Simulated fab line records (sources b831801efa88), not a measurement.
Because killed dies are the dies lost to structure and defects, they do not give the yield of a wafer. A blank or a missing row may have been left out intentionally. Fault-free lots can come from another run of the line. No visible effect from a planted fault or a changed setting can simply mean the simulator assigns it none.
Which tool is to blame? / flow gf180mcu / 18 wafers from 6 lots sampled at 4 of the route's 602 steps

## WHAT EACH GAUGE READ, for each wafer
GF_M4_OVL_MEAS_15.
lot=L690; measured=day 24 03:39; on=overlay-02; M4_OVL (nm)=-5 1 -3
lot=L692; measured=day 25 00:58; on=overlay-01; M4_OVL (nm)=-2 7 2
lot=L694; measured=day 25 10:52; on=overlay-01; M4_OVL (nm)=1 1 0
lot=L698; measured=day 26 18:00; on=overlay-01; M4_OVL (nm)=45 35 45
lot=L704; measured=day 28 22:49; on=overlay-01; M4_OVL (nm)=38 32 39
lot=L710; measured=day 30 11:17; on=overlay-01; M4_OVL (nm)=3 13 6

## WHICH TOOL RAN EACH LOT (tool, then ch and the chambers of the sampled wafers, then the start)
lot=L690; GF_V3_CVD_23=cvd_w-01 ch 0,1, day 23 04:43; GF_M4_SPUTTER_00=pvd_sputter-02, day 23 05:19; GF_M4_EXPOSE_11=krf_scanner-01 ch 0, day 23 17:00
lot=L692; GF_V3_CVD_23=cvd_w-01 ch 0,1, day 24 01:50; GF_M4_SPUTTER_00=pvd_sputter-03, day 24 02:26; GF_M4_EXPOSE_11=krf_scanner-01 ch 0, day 24 14:07
lot=L694; GF_V3_CVD_23=cvd_w-02 ch 0,1, day 24 12:34; GF_M4_SPUTTER_00=pvd_sputter-04, day 24 13:07; GF_M4_EXPOSE_11=krf_scanner-02 ch 0, day 25 00:32
lot=L698; GF_V3_CVD_23=cvd_w-02 ch 0, day 25 20:11; GF_M4_SPUTTER_00=pvd_sputter-02, day 25 20:54; GF_M4_EXPOSE_11=krf_scanner-02 ch 0, day 26 07:24
lot=L704; GF_V3_CVD_23=cvd_w-01 ch 0,1, day 28 02:01; GF_M4_SPUTTER_00=pvd_sputter-04, day 28 02:34; GF_M4_EXPOSE_11=krf_scanner-02 ch 0, day 28 13:01
lot=L710; GF_V3_CVD_23=cvd_w-01 ch 0,1, day 29 16:17; GF_M4_SPUTTER_00=pvd_sputter-03, day 29 16:50; GF_M4_EXPOSE_11=krf_scanner-01 ch 0, day 30 02:18
- GF_V3_CVD_23: deposits W, target thk 350 nm, time 104.9 s.
- GF_M4_SPUTTER_00: material Ti, target thk 37.5 nm, time 150 s.
- GF_M4_EXPOSE_11: exposes mask Metal4, target cd 280 nm.

## THE ANSWER, worked out from the rows above alone
Rule: the lots themselves supply what counts as usual. Put in order of their means at a reading, lots are off if they are a third of the lots or fewer, leave a main group of 4 or more, and stand apart from it by a gap of 3 or more times the standard deviation of the main group's means; of several such gaps the widest counts. A main group whose means are all the same, to the digits that the tables above print for the reading, isn't used. A lot without any number at a reading at which 4 lots or more have one is off too. The other lots that the step has rows for count as sound.
Off: L698, L704, seen at GF_M4_OVL_MEAS_15 (M4_OVL). For the main group the mean is 2 nm and the standard deviation 3.5.
A tool fits if, at a process step before that reading, it ran every lot that is off, and no sound lot after the first of them. Those tools and the gauges at GF_M4_OVL_MEAS_15 are tried in the same way. One fits: GF_M4_EXPOSE_11 on krf_scanner-02. Its last sound lot is L694 (day 25 00:32), its first lot that is off L698 (day 26 07:24): a fault that began between those two fits.

## WHAT THE SIMULATOR PUT IN
Scanner matching overlay: krf_scanner-02, from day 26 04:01 on, at GF_M4_EXPOSE_11. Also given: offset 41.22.
Shown lots that were struck: L698, L704. This agrees with what the rule above found.
